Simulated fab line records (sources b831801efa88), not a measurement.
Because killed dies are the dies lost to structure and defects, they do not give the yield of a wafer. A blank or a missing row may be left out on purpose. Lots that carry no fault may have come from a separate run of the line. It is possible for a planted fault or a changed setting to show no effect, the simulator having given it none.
Which tool is to blame? + flow sky130 + 12 lots with 36 wafers sampled at 2 steps, on a route of 708 steps

WHAT EACH GAUGE READ, for each wafer
SKY_LDD_P_CD_MEAS_07: target cd 380 nm.
| lot  | measured     | on       | cdNm (nm)         |
|------|--------------|----------|-------------------|
| L166 | day 19 23:59 | cdSem-01 | 383.4 381.5 381.4 |
| L168 | day 20 19:22 | cdSem-02 | 383.1 375.9 379.4 |
| L170 | day 21 02:25 | cdSem-02 | 378.2 382.7 381.6 |
| L172 | day 21 20:10 | cdSem-01 | 383.5 381.9 383.3 |
| L173 | day 22 05:21 | cdSem-02 | 298.8 300.7 300.0 |
| L175 | day 22 20:43 | cdSem-01 | 380.6 383.1 380.4 |
| L176 | day 23 01:10 | cdSem-01 | 313.2 315.2 315.9 |
| L177 | day 23 14:01 | cdSem-02 | 382.6 380.1 379.4 |
| L183 | day 25 22:54 | cdSem-01 | 381.9 378.4 377.6 |
| L182 | day 26 03:28 | cdSem-01 | 380.7 381.4 378.6 |
| L184 | day 26 09:32 | cdSem-01 | 375.1 377.2 376.9 |
| L187 | day 27 08:30 | cdSem-01 | 375.8 378.3 376.9 |

WHAT TOOL EACH LOT RAN ON (gives the tool, then ch and the chambers of the sampled wafers, and finally the start)
| lot  | SKY_LDD_P_DEVELOP_06             |
|------|----------------------------------|
| L166 | lithoTrack-03 ch 0, day 19 23:50 |
| L168 | lithoTrack-04 ch 0, day 20 19:13 |
| L170 | lithoTrack-04 ch 0, day 21 02:16 |
| L172 | lithoTrack-03 ch 0, day 21 20:01 |
| L173 | lithoTrack-04 ch 0, day 22 05:12 |
| L175 | lithoTrack-02 ch 0, day 22 20:34 |
| L176 | lithoTrack-04 ch 0, day 23 01:01 |
| L177 | lithoTrack-02 ch 0, day 23 13:52 |
| L183 | lithoTrack-04 ch 0, day 25 22:45 |
| L182 | lithoTrack-03 ch 0, day 26 03:19 |
| L184 | lithoTrack-02 ch 0, day 26 09:23 |
| L187 | lithoTrack-04 ch 0, day 27 08:21 |
- SKY_LDD_P_DEVELOP_06: develop time 60 s.

WHAT THE TOOLS THEMSELVES READ (means of the sampled wafers that have a number; where no wafer has one, the mark that the record gives instead)
SKY_LDD_P_DEVELOP_06.
| lot  | tool          | resistLineTempC (C) |
|------|---------------|---------------------|
| L166 | lithoTrack-03 | 23.09               |
| L168 | lithoTrack-04 | 23.15               |
| L170 | lithoTrack-04 | 22.89               |
| L172 | lithoTrack-03 | 22.99               |
| L173 | lithoTrack-04 | 22.87               |
| L175 | lithoTrack-02 | 23.04               |
| L176 | lithoTrack-04 | 23.04               |
| L177 | lithoTrack-02 | 22.98               |
| L183 | lithoTrack-04 | 22.98               |
| L182 | lithoTrack-03 | 23.00               |
| L184 | lithoTrack-02 | 22.99               |
| L187 | lithoTrack-04 | 22.99               |

THE ANSWER, worked out from the rows above alone
Rule: the usual values come from the lots themselves. Put in order of their means at a reading, lots are off if they are a third of the lots or fewer, leave a main group of 4 or more, and stand apart from it by a gap of 3 or more times the standard deviation of the main group's means; of several such gaps the widest counts. The tables above print the reading to a certain number of digits; a main group whose means all agree to those digits is not used. A lot without any number at a reading at which 4 lots or more have one is off too. The other lots that the step has rows for count as sound. Order of review: gauges by route order, followed by the tools' own readings, for which a lot's mean as printed above is used. At the first step where some lot is off, the reading lying furthest off is the one used; lots without a number count as furthest.
Off: L173, L176 (SKY_LDD_P_CD_MEAS_07, cdNm). For the main group the mean is 380.0 nm and the standard deviation 2.
A tool fits if, at a process step before that reading, it ran every lot that is off, and no sound lot after the first of them. Gauges at SKY_LDD_P_CD_MEAS_07: tried the same way as those tools. Of those tried, none fits.

WHAT HAD BEEN PUT IN BY THE SIMULATOR
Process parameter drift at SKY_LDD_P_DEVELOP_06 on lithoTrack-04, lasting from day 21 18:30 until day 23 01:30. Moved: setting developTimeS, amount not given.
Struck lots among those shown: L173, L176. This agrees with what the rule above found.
